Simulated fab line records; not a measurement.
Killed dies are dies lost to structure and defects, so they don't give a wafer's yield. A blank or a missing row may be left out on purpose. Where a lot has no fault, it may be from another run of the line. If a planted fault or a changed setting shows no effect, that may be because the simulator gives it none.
2 desks, one fault -- flow sky130 -- every desk sees just its own numbers, and what lay behind them comes last

== THE TOOL OWNER'S DESK: cvd w-02 ==
The tool's own readings at SKY_LI_CONTACT_CVD_21 (deposits W, target thk 400 nm, time 120.56 s): means of the sampled wafers that have a number, for each lot that ran on this tool. If a lot's mean is further than 4 standard deviations from the usual mean, the lot is out of limits and carries the mark OUT (the distance appears in the brackets).
Columns: A = heater power w at SKY_LI_CONTACT_CVD_21, usual 884 W
lot,first seen here,A
L442,day 29 12:17,966
L451,day 32 09:44,912
L456,day 33 13:17,870
L458,day 33 20:08,994
This desk's finding: nothing out of limits on any of the 4 lots.

== AT THE METROLOGY DESK ==
Means of the sampled wafers that have a number, per lot and without regard to the tool the lot ran on: this is what the gauges read. If a lot's mean is further than 4 standard deviations from the usual mean, the lot is out of limits and carries the mark OUT (the distance appears in the brackets).
Columns: A = RES_XHIGH_TW at SKY_RES_XHIGH_TW_MEAS_09, usual 1637; B = LI_CONTACT_W_RS at SKY_LI_CONTACT_RS_MEAS_22, usual 0.286 ohm/sq; C = LI_CONTACT_W_THK at SKY_LI_CONTACT_THK_MEAS_23, usual 391 nm
lot,first seen here,A,B,C
L442,day 27 03:10,1613,0.281,396
L445,day 28 20:49,1633,0.285,392
L446,day 28 21:22,1645,0.284,391
L444,day 28 23:23,1644,0.284,392
L449,day 29 19:37,1620,0.283,394
L451,day 29 23:55,1626,0.281,396
L454,day 31 02:25,1636,0.288,390
L456,day 31 06:38,1642,0.366 (+17) OUT,325 (-8.5) OUT
L458,day 31 13:26,1646,0.381 (+20) OUT,316 (-9.7) OUT
L462,day 33 14:40,1644,0.291,374
L464,day 33 17:01,1642,0.290,385
This desk's result: L456, L458 out of limits, first on L456 (LI_CONTACT_W_RS at SKY_LI_CONTACT_RS_MEAS_22), day 33 13:25. In limits: L442, L445, L446, L444, L449, L451, L454, L462, L464.

== BROUGHT TOGETHER ==
An alarm was possible from the metrology desk at day 33 13:25, on L456, L458.
Nothing out of limits was seen by the tool owner's desk.
The tool owner's desk has L456, L458 on record, within its limits.
SKY_LI_CONTACT_CVD_21 was run on cvd w-02 by each of the lots named.

== WHAT THE SIMULATOR PUT IN ==
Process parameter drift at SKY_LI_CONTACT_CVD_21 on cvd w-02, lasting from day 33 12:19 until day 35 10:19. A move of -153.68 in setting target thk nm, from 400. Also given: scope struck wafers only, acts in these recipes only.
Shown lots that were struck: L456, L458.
Time in hours between the start of the fault and the first out-of-limits reading at each desk: metrology desk, 1.
